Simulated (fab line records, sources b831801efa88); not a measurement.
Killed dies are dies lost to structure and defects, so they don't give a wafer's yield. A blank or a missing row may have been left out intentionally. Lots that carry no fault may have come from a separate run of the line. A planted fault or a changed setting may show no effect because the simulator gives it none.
fab line records	flow sky130
record: lots: 10	wafers: 30	lastDay: 50
route steps=708 shown SPACER@304 LOCAL_INTERCONNECT@387 METAL1@449 VIA1@460
lots that met no fault: taken from a fault-free run of the same line
startH: start of the lot's first displayed wafer, in hours after the record's first day	waitH: hours elapsed since this lot's preceding step	" same as the row above	L1.1+2: several wafers, shown together as one row	- no value, or no start was given	* or withheld: withheld	< > ~ a bound
route shown NAME@n: NAME is a module with steps in the file, n the number in the route of the first one	usual: mean and standard deviation over wafers with no fault	same: alike in all rows	chamber/n: place in a boat	sites: per-site readings	_std_site: the standard deviation of these	_edge_site: mean of outer sites minus mean of inner sites	radiusMm: how far each site lies from the wafer's centre	mask NAME#n: copy n	behind: tool/chamber where the wafer was last shaped	hold: reason for holding the lot/hours on hold/outcome of the hold	device: which transistor (n, p or np) failed to switch	end of line: tests run on the same wafers once the route is complete	a step given without rows: its recipe and nothing more	killed: not the wafer's yield, but the dies lost to structure and defects at the first sort	map: per-die view of a wafer (x killed, . not killed, _ where there is no die)
set.NAME: the setting as run; set.NAME@STEP: as run at that earlier step	model.NAME: the simulator's own value behind a step, which no gauge read
one table for each step of the route and one row for each wafer, over a sample of lots
services: from which hour (startH, from the record's first day; less than 0 if before it) a tool's chamber was out of use, for how many hours, and why
== steps ==
step: SKY_SPACER_CVD_00
recipe: material: Si3N4	precursor: DCS/NH3	targetThkNm: 43.1	tempC: 770	timeS: 740	pressureMtorr: 250
usual: spikeTcBottomC: 787/3.6	spikeTcCentreC: 769.9/1.2	spikeTcLowerC: 770.4/1.2	spikeTcTopC: 782.3/1.1	spikeTcUpperC: 771.7/1.5	susceptorTempC: 770.03/0.27	zonePowerLowerPct: 14.20/0.19	zonePowerUpperPct: 11.85/0.14
same: timeS: 740
lot.wafer	tool	chamber	startH	waitH	spikeTcBottomC	spikeTcCentreC	spikeTcLowerC	spikeTcTopC	spikeTcUpperC	susceptorTempC	zonePowerLowerPct	zonePowerUpperPct
L565.2	lpcvd-02	1	559.73	0.8	788	768.7	770.2	781.4	774.2	769.68	14.29	11.79
L565.3	"	1	"	"	789	768.2	771.6	782.7	773.2	769.78	14.16	11.82
L565.5	"	1	"	"	791	769.5	770.5	781.5	771.9	769.82	13.86	11.73
L566.1	lpcvd-02	1	568.32	0.1	789	769.5	770.4	783.8	772.6	769.91	14.20	12.02
L566.4	"	1	"	"	790	770.5	771.0	784.0	774.1	770.47	14.30	12.08
L566.6	"	1	"	"	789	769.6	770.7	781.7	771.6	770.21	14.35	11.78
L567.2	lpcvd-02	1	572.52	0.0	788	769.6	767.9	785.1	771.3	769.50	14.14	12.17
L567.4	"	1	"	"	788	768.4	770.7	780.6	771.6	769.64	14.11	11.89
L567.6	"	1	"	"	789	769.8	770.3	781.8	772.4	769.69	14.10	12.06
L568.3	lpcvd-02	1	587.28	0.0	789	769.3	771.6	782.9	771.9	769.94	14.30	11.94
L568.4	"	1	"	"	791	768.1	770.8	783.3	769.9	769.79	14.13	11.90
L568.5	"	1	"	"	790	768.2	770.6	782.3	771.8	769.51	14.18	11.96
L570.1	lpcvd-02	1	600.43	0.7	791	768.7	769.0	780.7	772.7	769.78	14.34	11.76
L570.3	"	1	"	"	790	768.5	771.9	783.2	772.9	769.91	14.23	11.86
L570.5	"	1	"	"	788	769.5	773.5	782.4	771.4	770.09	14.39	11.70
L571.4	lpcvd-02	0	605.78	0.0	782	772.0	770.0	780.2	769.9	770.51	14.10	11.60
L571.5	"	0	"	"	782	770.4	768.8	782.3	769.3	769.59	13.90	11.80
L571.6	"	0	"	"	781	771.0	767.2	782.7	769.0	770.07	13.95	11.64
L574.1	lpcvd-02	1	629.09	0.1	786	769.3	770.3	782.0	772.9	770.33	14.52	11.75
L574.2	"	1	"	"	791	769.5	770.8	784.1	772.5	770.11	14.29	12.07
L574.5	"	1	"	"	787	769.9	770.8	782.1	774.2	769.97	14.33	12.01
L580.2	lpcvd-02	0	678.36	0.0	766	756.9	752.9	767.6	755.5	755.07	13.54	11.40
L580.4	"	0	"	"	768	755.2	756.2	766.5	753.9	755.29	13.50	11.26
L580.6	"	0	"	"	768	757.0	754.3	767.0	755.3	755.55	13.73	11.43
L582.1	lpcvd-02	1	695.15	0.4	790	767.1	770.1	783.6	770.9	770.23	14.40	11.99
L582.3	"	1	"	"	789	769.6	772.7	781.7	769.9	769.89	14.27	11.88
L582.5	"	1	"	"	792	769.5	771.0	782.4	772.6	770.22	14.42	11.98
L584.2	lpcvd-02	1	710.14	0.0	788	769.5	772.0	782.5	771.2	770.33	14.40	11.90
L584.3	"	1	"	"	788	769.3	769.3	780.8	771.6	770.23	14.28	11.83
L584.4	"	1	"	"	790	770.7	770.4	782.0	773.2	770.32	14.53	11.79
step: SKY_SPACER_THK_MEAS_01
recipe: reads: Si3N4_of_SPACER_CVD_00
usual: SPACER_CVD_00_THK: 42.9/0.38
lot.wafer	tool	chamber	startH	waitH	hold	SPACER_CVD_00_THK[nm]
L565.2	filmMetro-02	-	560.95	0.0	-	43.0
L565.3	"	-	"	"	-	43.1
L565.5	"	-	"	"	-	42.7
L566.1	filmMetro-02	-	570.13	0.0	-	42.6
L566.4	"	-	"	"	-	42.8
L566.6	"	-	"	"	-	42.5
L567.2	filmMetro-01	-	574.34	0.0	-	42.6
L567.4	"	-	"	"	-	42.2
L567.6	"	-	"	"	-	43.2
L568.3	filmMetro-02	-	588.50	0.0	-	43.2
L568.4	"	-	"	"	-	43.7
L568.5	"	-	"	"	-	43.0
L570.1	filmMetro-02	-	601.64	0.0	-	42.4
L570.3	"	-	"	"	-	42.0
L570.5	"	-	"	"	-	41.9
L571.4	filmMetro-01	-	607.02	0.0	-	42.8
L571.5	"	-	"	"	-	43.2
L571.6	"	-	"	"	-	42.6
L574.1	filmMetro-01	-	630.29	0.0	-	43.8
L574.2	"	-	"	"	-	43.4
L574.5	"	-	"	"	-	43.4
L580.2	filmMetro-03	-	680.18	0.0	awaitDispo/0.2h/release	31.9
L580.4	"	-	"	"	awaitDispo/0.2h/release	32.0
L580.6	"	-	"	"	awaitDispo/0.2h/release	31.9
L580.2	filmMetro-03	-	680.41	0.2	-	31.8
L580.4	"	-	"	"	-	32.0
L580.6	"	-	"	"	-	31.9
L582.1	filmMetro-02	-	696.35	0.0	-	43.0
L582.3	"	-	"	"	-	43.3
L582.5	"	-	"	"	-	43.4
L584.2	filmMetro-03	-	711.36	0.0	-	42.6
L584.3	"	-	"	"	-	42.4
L584.4	"	-	"	"	-	42.6
step: SKY_SPACER_ETCHBACK_02
recipe: chemistry: CH3F/O2	target: Si3N4	stopOn: SiO2	sourceW: 400	biasW: 80	pressureMtorr: 25	ch3fFlowSccm: 40	O2_flow_sccm: 30	timeS: 46.7	targetDepthA: 450
usual: chamberPressureMTorr: 25.001/0.023	drypumpMotorCurrentA: 5.5/0.48	oesProductAu: 0.853/0.0062	throttleValvePct: 10.562/0.0089
same: timeS: 46.7
lot.wafer	tool	chamber	startH	waitH	hold	chamberPressureMTorr	drypumpMotorCurrentA	oesProductAu	rfHoursCounterH	throttleValvePct
L565.2	rieDiel-02	1	561.00	0.0	-	25.008	5.3	0.855	1	10.566
L565.3	"	2	"	"	-	25.032	5.3	0.859	5	10.571
L565.5	"	0	"	"	-	24.954	5.3	0.853	-	10.558
L566.1	rieDiel-03	3	570.19	0.1	-	24.982	5.4	0.851	32	10.567
L566.4	"	0	"	"	-	24.974	6.2	0.853	5	10.561
L566.6	"	0	"	"	-	24.989	6.2	0.852	-	10.571
L567.2	rieDiel-04	2	574.39	0.0	-	25.049	5.0	0.858	15	10.573
L567.4	"	3	"	"	-	24.992	6.0	0.841	16	10.560
L567.6	"	3	"	"	-	24.996	6.1	0.846	-	10.558
L568.3	rieDiel-02	1	588.54	0.0	-	25.023	5.4	0.848	1	10.564
L568.4	"	3	"	"	-	24.981	4.6	0.866	3	10.551
L568.5	"	1	"	"	-	24.985	5.3	0.851	-	10.554
L570.1	rieDiel-02	0	601.70	0.1	-	24.982	5.3	0.846	2	10.557
L570.3	"	2	"	"	-	24.978	5.3	0.836	5	10.546
L570.5	"	2	"	"	-	25.068	5.3	0.845	-	10.551
L571.4	rieDiel-02	0	607.05	0.0	-	24.984	5.2	0.849	2	10.556
L571.5	"	0	"	"	-	25.050	5.2	0.859	-	10.548
L571.6	"	3	"	"	-	24.995	4.6	0.838	-	10.552
L574.1	rieDiel-03	1	630.35	0.1	-	25.028	5.4	0.860	5	10.572
L574.2	"	2	"	"	-	24.966	4.7	0.860	13	10.558
L574.5	"	2	"	"	-	25.008	4.7	0.861	-	10.565
L580.2	rieDiel-04	0	691.42	11.0	awaitDispo/11.0h/release	25.028	6.1	0.732	12	10.562
L580.4	"	3	"	"	awaitDispo/11.0h/release	24.997	6.1	0.736	18	10.527
L580.6	"	1	"	"	awaitDispo/11.0h/release	24.992	5.6	0.739	-	10.549
L582.1	rieDiel-04	0	696.41	0.1	-	24.976	6.1	0.846	12	10.570
L582.3	"	2	"	"	-	25.027	5.0	0.857	18	10.568
L582.5	"	0	"	"	-	24.988	6.1	0.861	-	10.586
L584.2	rieDiel-02	3	711.41	0.0	-	25.016	4.6	0.850	6	10.556
L584.3	"	1	"	"	-	24.996	5.3	0.849	4	10.569
L584.4	"	2	"	"	-	25.004	5.3	0.839	7	10.567
step: SKY_LOCAL_INTERCONNECT_SPUTTER_00
recipe: material: TiN	targetThkNm: 100	tempC: 300	powerW: 6500	timeS: 83.3	chamberPressurePa: 0.4
usual: susceptorTempC: 300.01/0.2	throttleValvePct: 30.0/1.2
same: timeS: 83.3
lot.wafer	tool	chamber	startH	waitH	susceptorTempC	throttleValvePct
L565.2	pvdSputter-02	-	708.95	0.2	300.14	30.3
L565.3	"	-	"	"	299.73	27.7
L565.5	"	-	"	"	300.05	28.0
L566.1	pvdSputter-01	-	716.50	0.2	299.90	31.1
L566.4	"	-	"	"	300.45	30.2
L566.6	"	-	"	"	300.48	30.2
L567.2	pvdSputter-02	-	722.27	0.1	300.18	29.8
L567.4	"	-	"	"	299.98	28.0
L567.6	"	-	"	"	299.99	30.3
L568.3	pvdSputter-01	-	733.89	0.2	300.14	30.5
L568.4	"	-	"	"	300.07	30.5
L568.5	"	-	"	"	300.25	31.0
L570.1	pvdSputter-01	-	747.35	0.2	299.92	30.4
L570.3	"	-	"	"	299.90	31.0
L570.5	"	-	"	"	299.68	30.3
L571.4	pvdSputter-03	-	751.24	0.2	299.68	30.4
L571.5	"	-	"	"	299.96	27.1
L571.6	"	-	"	"	300.06	30.1
L574.1	pvdSputter-02	-	773.35	0.2	299.86	27.9
L574.2	"	-	"	"	299.83	30.4
L574.5	"	-	"	"	300.22	29.6
L580.2	pvdSputter-03	-	816.95	0.2	300.03	30.2
L580.4	"	-	"	"	300.01	27.7
L580.6	"	-	"	"	300.08	27.4
L582.1	pvdSputter-02	-	833.24	0.2	299.84	29.7
L582.3	"	-	"	"	299.80	31.5
L582.5	"	-	"	"	299.92	30.0
L584.2	pvdSputter-02	-	847.97	0.1	299.96	30.3
L584.3	"	-	"	"	300.16	29.6
L584.4	"	-	"	"	299.67	28.1
step: SKY_METAL1_CD_MEAS_15
recipe: targetCdNm: 140
usual: cdNm: 139.8/1.5
lot.wafer	tool	chamber	startH	waitH	cdNm
L565.2	cdSem-01	-	793.40	-	138.9
L565.3	"	-	"	"	141.9
L565.5	"	-	"	"	141.2
L566.1	cdSem-02	-	799.03	-	142.6
L566.4	"	-	"	"	141.2
L566.6	"	-	"	"	141.7
L567.2	cdSem-02	-	806.29	-	140.8
L567.4	"	-	"	"	141.1
L567.6	"	-	"	"	140.2
L568.3	cdSem-01	-	817.37	-	140.8
L568.4	"	-	"	"	141.3
L568.5	"	-	"	"	142.6
L570.1	cdSem-01	-	829.98	-	139.3
L570.3	"	-	"	"	140.2
L570.5	"	-	"	"	138.5
L571.4	cdSem-01	-	833.38	-	141.2
L571.5	"	-	"	"	138.9
L571.6	"	-	"	"	139.5
L574.1	cdSem-01	-	856.22	-	141.1
L574.2	"	-	"	"	140.1
L574.5	"	-	"	"	139.7
L580.2	cdSem-01	-	897.90	-	138.9
L580.4	"	-	"	"	140.6
L580.6	"	-	"	"	138.7
L582.1	cdSem-02	-	913.93	-	138.1
L582.3	"	-	"	"	138.7
L582.5	"	-	"	"	139.2
L584.2	cdSem-02	-	926.55	-	138.1
L584.3	"	-	"	"	138.9
L584.4	"	-	"	"	137.4
step: SKY_VIA1_CMP_02
recipe: material: SiO2	downForcePsi: 4	platenRpm: 60	padVelocityMS: 0.94248
usual: motorCurrentA: 12.9/1.2
lot.wafer	tool	chamber	startH	waitH	motorCurrentA
L565.2	cmp-02	0	794.57	0.1	12.4
L565.3	"	2	"	"	13.8
L565.5	"	0	"	"	13.2
L566.1	cmp-01	0	800.20	0.1	14.3
L566.4	"	3	"	"	10.9
L566.6	"	0	"	"	14.3
L567.4	cmp-01	2	807.61	0.0	12.4
L567.2	"	0	"	"	13.3
L567.6	"	3	"	"	11.2
L568.3	cmp-01	3	818.49	0.1	10.8
L568.4	"	1	"	"	16.2
L568.5	"	3	"	"	11.2
L570.3	cmp-01	0	831.18	0.1	13.9
L570.1	"	1	"	"	15.2
L570.5	"	2	"	"	12.2
L571.4	cmp-01	2	834.42	0.0	12.4
L571.5	"	2	"	"	13.1
L571.6	"	3	"	"	11.8
L574.1	cmp-02	2	857.87	0.4	13.2
L574.2	"	1	"	"	12.0
L574.5	"	3	"	"	13.7
L580.4	cmp-02	1	898.98	0.0	12.0
L580.2	"	0	"	"	12.8
L580.6	"	2	"	"	13.5
L582.3	cmp-02	1	917.85	2.8	11.5
L582.1	"	2	"	"	13.3
L582.5	"	1	"	"	11.5
L584.3	cmp-02	1	927.73	0.1	11.2
L584.2	"	2	"	"	12.9
L584.4	"	3	"	"	13.9
== services ==
tool	chamber	startH	hours	kind
cmp-01	-	540.06	2.3	repair
cmp-01	-	569.38	2.0	repair
cmp-01	-	571.98	8.2	repair
cmp-02	-	572.00	4.0	pm
cmp-01	-	575.61	0.3	repair
cmp-02	-	581.38	1.1	repair
pvdSputter-02	-	583.69	0.8	repair
rieDiel-02	1	594.84	2.3	repair
rieDiel-02	-	608.96	2.8	pm
cmp-02	-	644.94	3.7	repair
lpcvd-02	-	658.28	6.0	pm
cmp-02	-	686.64	3.9	pm
cmp-01	-	691.11	5.5	pm
cmp-02	-	723.05	1.1	repair
cmp-01	-	744.00	4.0	pm
cmp-02	-	772.76	2.6	repair
rieDiel-02	-	782.14	14.6	pm
cmp-02	-	790.96	1.3	repair
rieDiel-02	2	809.07	3.5	repair
cmp-01	-	821.45	1.4	repair
cmp-02	-	821.46	0.3	repair
cmp-01	-	848.78	74.2	repair
cmp-02	-	856.18	1.4	repair
rieDiel-02	-	878.43	0.5	repair
== key ==
firstSign: step: SKY_SPACER_CVD_00	reading: susceptorTempC	direction: down	sigmas: 55	usual: *	struck: *
effect: step: SKY_SPACER_CVD_00	reading: spikeTcTopC	direction: down	sigmas: 14	usual: 782.3	struck: 767.0
effect: step: SKY_SPACER_THK_MEAS_01	reading: visit	direction: added
effect: step: SKY_SPACER_THK_MEAS_01	reading: SPACER_CVD_00_THK	direction: down	sigmas: 29	usual: 42.9	struck: 31.9
effect: step: SKY_SPACER_ETCHBACK_02	reading: oesProductAu	direction: down	sigmas: 19	usual: 0.853	struck: 0.736
metAt SKY_SPACER_CVD_00
struckLots L580
struckWafers L580.2,L580.4,L580.6
testerLeftOut L580
notActingAt SKY_LOCAL_INTERCONNECT_SPUTTER_00,SKY_METAL1_CD_MEAS_15,SKY_VIA1_CMP_02
onsetBetween 605.78 678.36
fault: kind: processParameterDrift	tool: lpcvd-02	chamber: 0	onsetH: 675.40	steps: SKY_SPACER_CVD_00	channel: tempC	offset: *	shape: step	endH: 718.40	actsIn: *	stated: *
testerLeftOut: of these lots the tester's yield and bins aren't shown, on N5 and GAA mostly nor the transistor test; their killed dies are dies lost to structure and defects alone, not to doping, threshold or leakage, so they don't give the yield
